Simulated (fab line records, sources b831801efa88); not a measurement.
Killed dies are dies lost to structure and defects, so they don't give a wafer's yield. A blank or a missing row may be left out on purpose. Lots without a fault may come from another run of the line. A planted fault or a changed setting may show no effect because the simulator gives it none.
Which tool did it? | flow sky130 | 11 lots, 33 wafers sampled, at 6 steps of a route of 708

WHAT THE GAUGES READ, wafer by wafer
SKY_LDD_LDN_OVL_MEAS_07. Usual: LDD_LDN_OVL -0.1 nm, standard deviation 1.3.
lot  | measured     | on         | LDD_LDN_OVL (nm) | flag
L825 | day 23 02:22 | overlay-01 | -0.7 -0.5 -0.2   |
L826 | day 23 08:01 | overlay-01 | 0.8 -0.2 0.6     |
L827 | day 23 18:57 | overlay-02 | -0.3 -1.3 1.2    |
L828 | day 24 08:07 | overlay-01 | 1.8 1.7 -0.1     |
L829 | day 24 17:17 | overlay-02 | 0.6 1.7 -0.4     |
L830 | day 24 19:47 | overlay-02 | -0.9 0.9 2.6     |
L831 | day 25 10:04 | overlay-01 | 1.8 -0.3 0.4     |
L839 | day 28 01:28 | overlay-01 | 1.3 0.0 0.2      |
L840 | day 28 13:44 | overlay-02 | -0.4 1.0 -1.6    |
L841 | day 28 23:42 | overlay-02 | 0.2 1.0 -1.0     |
L842 | day 29 07:28 | overlay-02 | -0.4 -2.2 -1.2   |

SKY_SD_P_CD_MEAS_07: target cd 380 nm. Usual: cd_nm 379.2 nm, standard deviation 2.8.
lot  | measured     | on        | cd_nm (nm)        | flag
L825 | day 25 15:04 | cd_sem-01 | 378.0 376.2 375.2 |
L826 | day 25 20:58 | cd_sem-01 | 381.0 380.3 379.1 |
L827 | day 26 07:40 | cd_sem-01 | 382.5 380.1 382.6 |
L828 | day 26 20:30 | cd_sem-01 | 378.1 376.9 379.2 |
L829 | day 27 06:46 | cd_sem-01 | 472.2 470.1 472.6 | OFF
L830 | day 27 07:48 | cd_sem-02 | 468.7 469.2 468.6 | OFF
L831 | day 27 22:13 | cd_sem-01 | 470.3 470.1 474.3 | OFF
L839 | day 30 12:38 | cd_sem-02 | 380.2 382.3 379.7 |
L840 | day 31 00:55 | cd_sem-02 | 376.2 376.9 376.1 |
L841 | day 31 10:01 | cd_sem-01 | 384.2 380.9 380.9 |
L842 | day 31 17:43 | cd_sem-02 | 377.0 375.4 378.7 |

SKY_SD_P_TW_MEAS_11. Usual: SD_P_TW 2811, standard deviation 34.
lot  | measured     | on            | SD_P_TW        | flag
L825 | day 25 15:27 | film_metro-03 | 2790 2784 2786 |
L826 | day 25 21:22 | film_metro-04 | 2815 2799 2812 |
L827 | day 26 08:03 | film_metro-03 | 2804 2778 2796 |
L828 | day 26 20:55 | film_metro-04 | 2825 2837 2816 |
L829 | day 27 07:09 | film_metro-01 | 2838 2849 2856 |
L830 | day 27 08:13 | film_metro-03 | 2785 2771 2777 |
L831 | day 27 22:37 | film_metro-01 | 2848 2850 2849 |
L839 | day 30 13:02 | film_metro-01 | 2878 2877 2867 |
L840 | day 31 01:19 | film_metro-04 | 2821 2819 2825 |
L841 | day 31 10:25 | film_metro-04 | 2808 2814 2818 |
L842 | day 31 18:08 | film_metro-03 | 2755 2761 2759 |

WHICH TOOL RAN EACH LOT (tool, then ch and the chambers of the sampled wafers, then the start)
lot  | SKY_SPACER_ETCHBACK_02             | SKY_SD_P_COAT_02                  | SKY_SD_P_STRIP_10
L825 | rie_diel-03 ch 0,3, day 23 04:28   | litho_track-03 ch 0, day 25 00:55 | plasma_asher-04 ch 0,1, day 25 15:22
L826 | rie_diel-03 ch 0,2,3, day 23 10:08 | litho_track-03 ch 0, day 25 06:56 | plasma_asher-04 ch 0,1, day 25 21:16
L827 | rie_diel-02 ch 0,1, day 23 21:02   | litho_track-04 ch 0, day 25 15:53 | plasma_asher-02 ch 0,1, day 26 07:57
L828 | rie_diel-02 ch 0,1,2, day 24 10:17 | litho_track-04 ch 0, day 26 06:30 | plasma_asher-04 ch 0, day 26 20:49
L829 | rie_diel-03 ch 1,2, day 24 20:57   | litho_track-03 ch 0, day 26 16:31 | plasma_asher-04 ch 0,1, day 27 07:04
L830 | rie_diel-04 ch 0,2, day 24 22:10   | litho_track-03 ch 0, day 26 17:43 | plasma_asher-04 ch 0,1, day 27 08:07
L831 | rie_diel-02 ch 0,3, day 25 12:10   | litho_track-03 ch 0, day 27 07:38 | plasma_asher-01 ch 1, day 27 22:31
L839 | rie_diel-03 ch 2,3, day 28 03:34   | litho_track-04 ch 0, day 29 22:35 | plasma_asher-02 ch 0,1, day 30 12:55
L840 | rie_diel-03 ch 2,3, day 28 17:35   | litho_track-03 ch 0, day 30 11:07 | plasma_asher-04 ch 0,1, day 31 01:13
L841 | rie_diel-03 ch 0,1,3, day 29 01:49 | litho_track-03 ch 0, day 30 20:22 | plasma_asher-04 ch 0,1, day 31 10:19
L842 | rie_diel-02 ch 0,1,2, day 29 09:35 | litho_track-03 ch 0, day 31 04:37 | plasma_asher-02 ch 0,1, day 31 18:02
- SKY_SPACER_ETCHBACK_02: etches Si3N4 in CH3F/O2, stops on SiO2, time 46.7 s, target depth 45 nm.
- SKY_SD_P_COAT_02: resist thk 1140 nm.
- SKY_SD_P_STRIP_10: strips in O2/N2.

WHAT THE TOOLS THEMSELVES READ (means of the sampled wafers that have a number; where no wafer has one, the mark that the record gives instead)
SKY_SPACER_ETCHBACK_02. Usual: drypump_motor_current_A 5.7 A, standard deviation 0.34; oes_product_au 0.854 a.u., standard deviation 0.0066; throttle_valve_pct 10.563 %, standard deviation 0.009.
lot  | tool        | drypump_motor_current_A (A) | oes_product_au (a.u.) | throttle_valve_pct (%) | flag
L825 | rie_diel-03 | 5.8                         | 0.855                 | 10.558                 |
L826 | rie_diel-03 | 5.7                         | 0.847                 | 10.566                 |
L827 | rie_diel-02 | 5.8                         | 0.859                 | 10.563                 |
L828 | rie_diel-02 | 5.7                         | 0.859                 | 10.569                 |
L829 | rie_diel-03 | 5.5                         | 0.852                 | 10.562                 |
L830 | rie_diel-04 | 5.6                         | 0.854                 | 10.569                 |
L831 | rie_diel-02 | 5.6                         | 0.854                 | 10.565                 |
L839 | rie_diel-03 | 5.6                         | 0.851                 | 10.558                 |
L840 | rie_diel-03 | 5.4                         | 0.851                 | 10.565                 |
L841 | rie_diel-03 | 5.9                         | 0.846                 | 10.564                 |
L842 | rie_diel-02 | 5.7                         | 0.845                 | 10.563                 |

SKY_SD_P_COAT_02. Usual: spin_speed_rpm 2999.7 rpm, standard deviation 2.3.
lot  | tool           | spin_speed_rpm (rpm) | flag
L825 | litho_track-03 | 3001.0               |
L826 | litho_track-03 | 3000.2               |
L827 | litho_track-04 | 2997.7               |
L828 | litho_track-04 | 2999.9               |
L829 | litho_track-03 | 2998.6               |
L830 | litho_track-03 | 2999.2               |
L831 | litho_track-03 | 2997.0               |
L839 | litho_track-04 | 3001.0               |
L840 | litho_track-03 | 2998.5               |
L841 | litho_track-03 | 2998.4               |
L842 | litho_track-03 | 3001.0               |

SKY_SD_P_STRIP_10. Usual: drypump_motor_current_A 5.7 A, standard deviation 0.35; oes_product_au 0.617 a.u., standard deviation 0.0046; strip_time_to_endpoint_s 17.51 s, standard deviation 0.041.
lot  | tool            | drypump_motor_current_A (A) | oes_product_au (a.u.) | strip_time_to_endpoint_s (s) | flag
L825 | plasma_asher-04 | 5.8                         | 0.616                 | 17.45                        |
L826 | plasma_asher-04 | 5.9                         | 0.611                 | 17.53                        |
L827 | plasma_asher-02 | 5.4                         | 0.618                 | 17.45                        |
L828 | plasma_asher-04 | 5.7                         | 0.620                 | 17.51                        |
L829 | plasma_asher-04 | 5.8                         | 0.489                 | 9.86                         | OFF
L830 | plasma_asher-04 | 6.0                         | 0.493                 | 9.88                         | OFF
L831 | plasma_asher-01 | 6.2                         | 0.491                 | 9.91                         | OFF
L839 | plasma_asher-02 | 5.3                         | 0.615                 | 17.49                        |
L840 | plasma_asher-04 | 5.8                         | 0.619                 | 17.55                        |
L841 | plasma_asher-04 | 5.8                         | 0.615                 | 17.52                        |
L842 | plasma_asher-02 | 5.4                         | 0.617                 | 17.54                        |

THE ANSWER, worked out from the rows above alone
Rule: a lot is off if the mean of its wafers that have a number lies more than 3 standard deviations from the usual mean. A lot without any number at a reading at which 4 lots or more have one is off too. The other lots that the step has rows for count as sound. The gauges are gone through in route order, then the tools' own readings, and for those a lot's mean is taken as printed above. The first step at which some lot is off is used, and at that step the reading that is off furthest; a lot without a number counts as furthest.
Off: L829, L830, L831, at SKY_SD_P_CD_MEAS_07 (cd_nm).
A tool fits if, at a process step before that reading, it ran every lot that is off, and no sound lot after the first of them. The gauges at SKY_SD_P_CD_MEAS_07 aren't tried: what is off there is off at SKY_SD_P_STRIP_10 too, on other tools, and a gauge's error can't cause that. None of those tried fits.

WHAT THE SIMULATOR HAD PUT IN
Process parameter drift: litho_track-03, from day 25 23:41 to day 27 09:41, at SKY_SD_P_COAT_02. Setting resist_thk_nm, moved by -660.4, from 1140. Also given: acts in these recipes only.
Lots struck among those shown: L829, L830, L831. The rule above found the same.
